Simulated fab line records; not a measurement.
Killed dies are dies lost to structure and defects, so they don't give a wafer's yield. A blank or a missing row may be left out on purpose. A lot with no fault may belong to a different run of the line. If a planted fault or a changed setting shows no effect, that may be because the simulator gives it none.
Which tool was responsible?    flow gf180mcu    10 lots with 30 wafers sampled at 6 steps, on a route of 602 steps

WHAT EACH GAUGE READ, for each wafer
GF_MIM_THK_MEAS_06. Usual: MIM_CVD_05_THK 41.6 nm, standard deviation 0.7.
lot   measured      on             MIM_CVD_05_THK (nm)  flag
L428  day 24 10:46  film metro-03  41.1 42.1 42.9       
L430  day 25 05:50  film metro-04  42.4 42.2 43.1       
L432  day 25 19:46  film metro-02  41.6 40.4 41.3       
L439  day 28 00:46  film metro-04  41.7 41.0 42.2       
L440  day 28 05:55  film metro-03  40.7 41.8 41.1       
L441  day 28 22:23  film metro-02  41.8 42.8 42.3       
L442  day 29 01:22  film metro-03  41.0 41.2 41.8       
L443  day 29 07:10  film metro-02  40.7 41.3 41.6       
L445  day 29 21:16  film metro-04  40.9 41.5 41.7       
L450  day 31 13:57  film metro-04  42.0 41.1 41.5       

GF_MIM_RS_MEAS_10: measurement is done with a four-point probe. Usual: MIM_ALCU_RS 0.1605 ohm/sq, standard deviation 0.002.
lot   measured      on             MIM_ALCU_RS (ohm/sq)                       flag
L428  day 24 10:56  film metro-03  0.1620 0.1614 0.1609                       
L430  day 25 06:01  film metro-03  0.1616 0.1614 0.1625                       
L432  day 25 19:56  film metro-04  0.1596 0.1604 0.1605                       
L439  day 28 00:55  film metro-02  0.1610 0.1633 0.1632                       
L440  day 28 06:05  film metro-03  0.1621 0.1622 0.1649                       
L441  day 28 22:34  film metro-02  0.1230 0.1624 0.1624 0.1232 0.1623 0.1619  OFF
L442  day 29 01:32  film metro-02  0.1599 0.1599 0.1639                       
L443  day 29 07:19  film metro-04  0.1221 0.1582 0.1607 0.1222 0.1583 0.1609  OFF
L445  day 29 21:25  film metro-04  0.1622 0.1585 0.1568                       
L450  day 31 14:07  film metro-04  0.1580 0.1582 0.1616                       

GF_MIM_THK_MEAS_11: measures by xrf. Usual: MIM_ALCU_THK 198.1 nm, standard deviation 2.6.
lot   measured      on             MIM_ALCU_THK (nm)                    flag
L428  day 24 11:03  film metro-03  196.5 197.0 197.4                    
L430  day 25 06:07  film metro-03  196.3 197.3 194.3                    
L432  day 25 20:03  film metro-04  196.3 197.4 195.4                    
L439  day 28 01:02  film metro-02  199.5 196.6 197.0                    
L440  day 28 06:12  film metro-03  196.3 195.7 193.2                    
L441  day 29 00:09  film metro-02  257.3 197.2 197.9 258.0 196.7 197.8  OFF
L442  day 29 01:39  film metro-02  200.5 199.8 196.7                    
L443  day 29 10:42  film metro-04  257.2 199.6 197.0 255.9 200.7 197.1  OFF
L445  day 29 21:32  film metro-04  195.3 200.0 201.5                    
L450  day 31 14:14  film metro-04  200.7 200.7 196.7                    

TOOL THAT RAN EACH LOT (tool first, then ch and the chambers of the sampled wafers, then the start)
lot   GF_V4_SPUTTER_21              GF_V4_CMP_26                   GF_MIM_SPUTTER_08
L428  pvd sputter-04, day 24 09:49  cmp-01 ch 1,2,3, day 24 10:16  pvd sputter-02, day 24 10:52
L430  pvd sputter-01, day 25 04:53  cmp-01 ch 0,2,3, day 25 05:16  pvd sputter-03, day 25 05:56
L432  pvd sputter-02, day 25 18:50  cmp-02 ch 1,3, day 25 19:13    pvd sputter-04, day 25 19:53
L439  pvd sputter-02, day 27 23:49  cmp-02 ch 2,3, day 28 00:12    pvd sputter-02, day 28 00:52
L440  pvd sputter-02, day 28 04:55  cmp-01 ch 0,3, day 28 05:25    pvd sputter-03, day 28 06:02
L441  pvd sputter-04, day 28 21:23  cmp-01 ch 1,2,3, day 28 21:46  pvd sputter-02, day 28 22:29
L442  pvd sputter-04, day 29 00:25  cmp-02 ch 0,1, day 29 00:49    pvd sputter-04, day 29 01:28
L443  pvd sputter-01, day 29 06:13  cmp-01 ch 0,2,3, day 29 06:36  pvd sputter-02, day 29 07:16
L445  pvd sputter-01, day 29 20:19  cmp-01 ch 0,1,2, day 29 20:42  pvd sputter-03, day 29 21:22
L450  pvd sputter-04, day 31 13:00  cmp-02 ch 2,3, day 31 13:24    pvd sputter-04, day 31 14:03
- GF_V4_SPUTTER_21: material Ti, target thk 15 nm, time 80.02 s.
- GF_V4_CMP_26: polishes, stops on SiO2, t overpolish 15 s, target thk 0 nm.
- GF_MIM_SPUTTER_08: material AlCu, target thk 200 nm, time 10.6 s.

WHAT THE TOOLS THEMSELVES READ (means of the sampled wafers that have a number; where no wafer has one, the mark that the record gives instead)
GF_V4_SPUTTER_21. Usual: cathode dc power W 2500.0 W, standard deviation 0.45; throttle valve pct 30.3 %, standard deviation 1.
lot   tool            cathode dc power W (W)  throttle valve pct (%)  flag
L428  pvd sputter-04  2500.4                  30.1                    
L430  pvd sputter-01  2500.0                  30.7                    
L432  pvd sputter-02  2500.5                  31.6                    
L439  pvd sputter-02  2500.7                  30.1                    
L440  pvd sputter-02  2499.6                  31.7                    
L441  pvd sputter-04  2500.1                  29.6                    
L442  pvd sputter-04  2499.7                  30.1                    
L443  pvd sputter-01  2499.9                  30.3                    
L445  pvd sputter-01  2500.2                  30.7                    
L450  pvd sputter-04  2500.2                  29.6                    

GF_V4_CMP_26. Usual: head pressure psi 3.498 psi, standard deviation 0.0076; motor current A 11.4 A, standard deviation 0.96; overpolish run s 15.000 s, standard deviation 0.0082; time to endpoint s 82 s, standard deviation 3.8.
lot   tool    head pressure psi (psi)  motor current A (A)  overpolish run s (s)  time to endpoint s (s)  flag
L428  cmp-01  3.502                    10.8                 14.999                85                      
L430  cmp-01  3.493                    11.8                 14.991                82                      
L432  cmp-02  3.505                    11.8                 15.005                88                      
L439  cmp-02  3.504                    11.2                 14.998                79                      
L440  cmp-01  3.503                    11.1                 14.992                78                      
L441  cmp-01  3.493                    10.9                 15.001                81                      
L442  cmp-02  3.497                    11.0                 15.000                79                      
L443  cmp-01  3.501                    12.0                 15.005                81                      
L445  cmp-01  3.491                    12.0                 15.007                82                      
L450  cmp-02  3.490                    11.5                 15.005                80                      

GF_MIM_SPUTTER_08. Usual: cathode dc power W 10600 W, standard deviation 1.9; throttle valve pct 30.0 %, standard deviation 1.1.
lot   tool            cathode dc power W (W)  throttle valve pct (%)  flag
L428  pvd sputter-02  10599                   31.1                    
L430  pvd sputter-03  10600                   30.3                    
L432  pvd sputter-04  10599                   28.8                    
L439  pvd sputter-02  10600                   31.7                    
L440  pvd sputter-03  10601                   29.0                    
L441  pvd sputter-02  11614                   31.9                    OFF
L442  pvd sputter-04  10600                   30.1                    
L443  pvd sputter-02  11616                   31.1                    OFF
L445  pvd sputter-03  10600                   29.5                    
L450  pvd sputter-04  10602                   29.6                    

THE ANSWER, worked out from the rows above alone
Rule: take the mean of a lot's wafers that have a number; if it is more than 3 standard deviations from the usual mean, the lot is off. Also off: a lot with no number at a reading for which 4 or more lots have one. Any other lot the step has rows for is counted as sound. After the gauges, taken in route order, come the tools' own readings; for these a lot's mean is taken, as printed above. The first step at which some lot is off is used, and at that step the reading that is off furthest; a lot without a number counts as furthest.
Off: L441, L443, at GF_MIM_RS_MEAS_10 (MIM_ALCU_RS).
If a tool, at a process step before that reading, ran all the lots that are off and no sound lot after the first of them, it fits. The gauges at GF_MIM_RS_MEAS_10 aren't tried: what is off there is off at GF_MIM_SPUTTER_08 too, on other tools, and a gauge's error can't cause that. One fits: pvd sputter-02 at GF_MIM_SPUTTER_08. Its last sound lot is L439 (day 28 00:52), its first lot that is off L441 (day 28 22:29): a fault that began between those two fits.
On the lots that are off, the tool's own readings at GF_MIM_SPUTTER_08 differ by more than 5 times the standard deviation of the sound lots' means, which bears it out; cathode dc power W reads 11615 W there versus 10600 W on the sound lots.

WHAT HAD BEEN PUT IN BY THE SIMULATOR
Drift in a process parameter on pvd sputter-02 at GF_MIM_SPUTTER_08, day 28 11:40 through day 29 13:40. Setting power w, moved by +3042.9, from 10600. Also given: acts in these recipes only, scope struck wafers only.
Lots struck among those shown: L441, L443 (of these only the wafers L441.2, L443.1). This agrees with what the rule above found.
